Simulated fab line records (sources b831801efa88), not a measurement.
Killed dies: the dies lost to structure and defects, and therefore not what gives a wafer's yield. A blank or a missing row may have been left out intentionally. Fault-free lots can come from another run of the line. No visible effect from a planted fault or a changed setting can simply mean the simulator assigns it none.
Which tool is to blame?    flow sky130    21 wafers from 7 lots sampled at 2 of the route's 708 steps

WHAT THE GAUGES READ, wafer by wafer
SKY_LDD_LDN_TW_MEAS_13.
lot   measured      on             LDD_LDN_TW
L427  day 24 18:07  film-metro-03  1503 1498 1486
L430  day 26 03:47  film-metro-03  1507 1498 1505
L432  day 26 15:13  film-metro-03  1375 1381 1383 1381 1374 1380
L434  day 27 07:55  film-metro-04  1349 1354 1347 1345 1363 1346
L439  day 29 00:25  film-metro-04  1473 1469 1467
L442  day 30 00:44  film-metro-03  1504 1498 1496
L444  day 30 12:22  film-metro-04  1470 1455 1461

EACH LOT AND THE TOOL THAT RAN IT (in order: tool; ch and the chambers of the sampled wafers; start)
lot   SKY_LDD_LDN_IMPLANT_11
L427  implanter-01 ch 0, day 24 17:53
L430  implanter-01 ch 0, day 26 03:33
L432  implanter-04, day 26 14:59
L434  implanter-01, day 27 07:40
L439  implanter-01 ch 0, day 29 00:11
L442  implanter-03 ch 0, day 30 00:30
L444  implanter-04 ch 0, day 30 12:09
- SKY_LDD_LDN_IMPLANT_11

THE ANSWER, worked out from the rows above alone
Rule: what is usual is taken from the lots themselves. The widest of any qualifying gaps counts: lots, ordered by their means at a reading, are off when they make up no more than a third of the lots, leave a main group of 4 or more, and stand apart from it by 3 or more times the standard deviation of that group's means. A main group is skipped when, at the precision printed for the reading in the tables above, its means are all equal. A lot without any number at a reading at which 4 lots or more have one is off too. Where the step has rows for the other lots, those lots are counted as sound.
Off: at SKY_LDD_LDN_TW_MEAS_13 (LDD_LDN_TW), L432, L434. For the main group the mean is 1486 and the standard deviation 17.
A tool fits if, at a process step before that reading, it ran every lot that is off, and no sound lot after the first of them. Those tools and the gauges at SKY_LDD_LDN_TW_MEAS_13 are tried in the same way. Of those tried, none fits.

WHAT THE SIMULATOR PUT IN
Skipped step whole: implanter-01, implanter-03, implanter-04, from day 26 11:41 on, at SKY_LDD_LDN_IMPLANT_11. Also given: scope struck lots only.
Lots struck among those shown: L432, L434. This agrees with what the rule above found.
